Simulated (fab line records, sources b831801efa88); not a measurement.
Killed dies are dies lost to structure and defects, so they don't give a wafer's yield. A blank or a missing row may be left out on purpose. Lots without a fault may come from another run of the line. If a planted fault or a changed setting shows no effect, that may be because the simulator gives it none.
Split-lot study -- flow gf180mcu -- 23 wafers read from 5 lots, route of 602 steps

== ABOUT THE SPLIT ==
At GF_STI_OXIDATION_01 (stabilise 600 s, purge 300 s, target thk 10 nm), the setting oxTimeS was moved away from the recipe's 1418 s on 10 of the 23 wafers read, by -7.8% to -4.9%. For the rest of the wafers, this setting stayed at what the recipe calls for.

There is no step in the file separating the split from the reading.

== THE READING ==
STI_OXIDATION_THK in nanometres, read at GF_STI_THK_MEAS_02. On this fab line, fault-free wafers typically give 10.04 nm with a standard deviation of 0.14 nm.

wafer,"tool, chamber at the split","oxTimeS as run, s",against the recipe,"STI_OXIDATION_THK, nm",against lot-mates on the recipe
L076.1,"furnace-02, 0",1418,recipe,10.21,-
L076.4,"furnace-02, 0",1418,recipe,10.23,-
L076.5,"furnace-02, 0",1418,recipe,10.16,-
L077.1,"-, -",1348,-4.9%,9.69,no lot-mate on the recipe
L077.2,"-, -",1348,-4.9%,9.42,no lot-mate on the recipe
L077.3,"-, -",1348,-4.9%,9.71,no lot-mate on the recipe
L077.5,"-, -",1348,-4.9%,9.75,no lot-mate on the recipe
L077.6,"-, -",1348,-4.9%,9.70,no lot-mate on the recipe
L081.1,"-, -",1418,recipe,10.34,-
L081.2,"-, -",1418,recipe,10.48,-
L081.4,"-, -",1418,recipe,10.14,-
L081.5,"-, -",1418,recipe,10.15,-
L081.6,"-, -",1418,recipe,10.29,-
L082.1,"-, -",1418,recipe,10.20,-
L082.2,"-, -",1418,recipe,10.06,-
L082.3,"-, -",1418,recipe,10.18,-
L082.4,"-, -",1418,recipe,10.27,-
L082.5,"-, -",1418,recipe,9.96,-
L083.1,"-, -",1308,-7.8%,9.29,no lot-mate on the recipe
L083.2,"-, -",1308,-7.8%,9.52,no lot-mate on the recipe
L083.3,"-, -",1308,-7.8%,9.42,no lot-mate on the recipe
L083.4,"-, -",1308,-7.8%,9.35,no lot-mate on the recipe
L083.6,"-, -",1308,-7.8%,9.33,no lot-mate on the recipe

THE FIT
A straight line over all 23 wafers: STI_OXIDATION_THK changes by +0.107 nm for each +1% of oxTimeS; r = +0.95; the points scatter about the line by 0.12 nm.
Too few moved wafers have a lot-mate on the recipe to fit a line with each lot's own level taken away.

== THE WHOLE CHAIN: every reading that the file lists as answering this split, in the file's order ==
step,what it does,reading,change (the file's fit),r (the file's)
GF_STI_OXIDATION_01,"stabilise 600 s, purge 300 s, target thk 10 nm","SiO2_of_STI_OXIDATION_01.thkNm (the simulator's own value, which no gauge read)",+0.107 nm for each +1% of the setting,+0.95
GF_STI_THK_MEAS_02,,STI_OXIDATION_THK,+0.108 for each +1% of the setting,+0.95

== THE FILE'S OWN FIT ==
STI_OXIDATION_THK changes by +0.108 nm for each +1% of oxTimeS, r = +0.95.
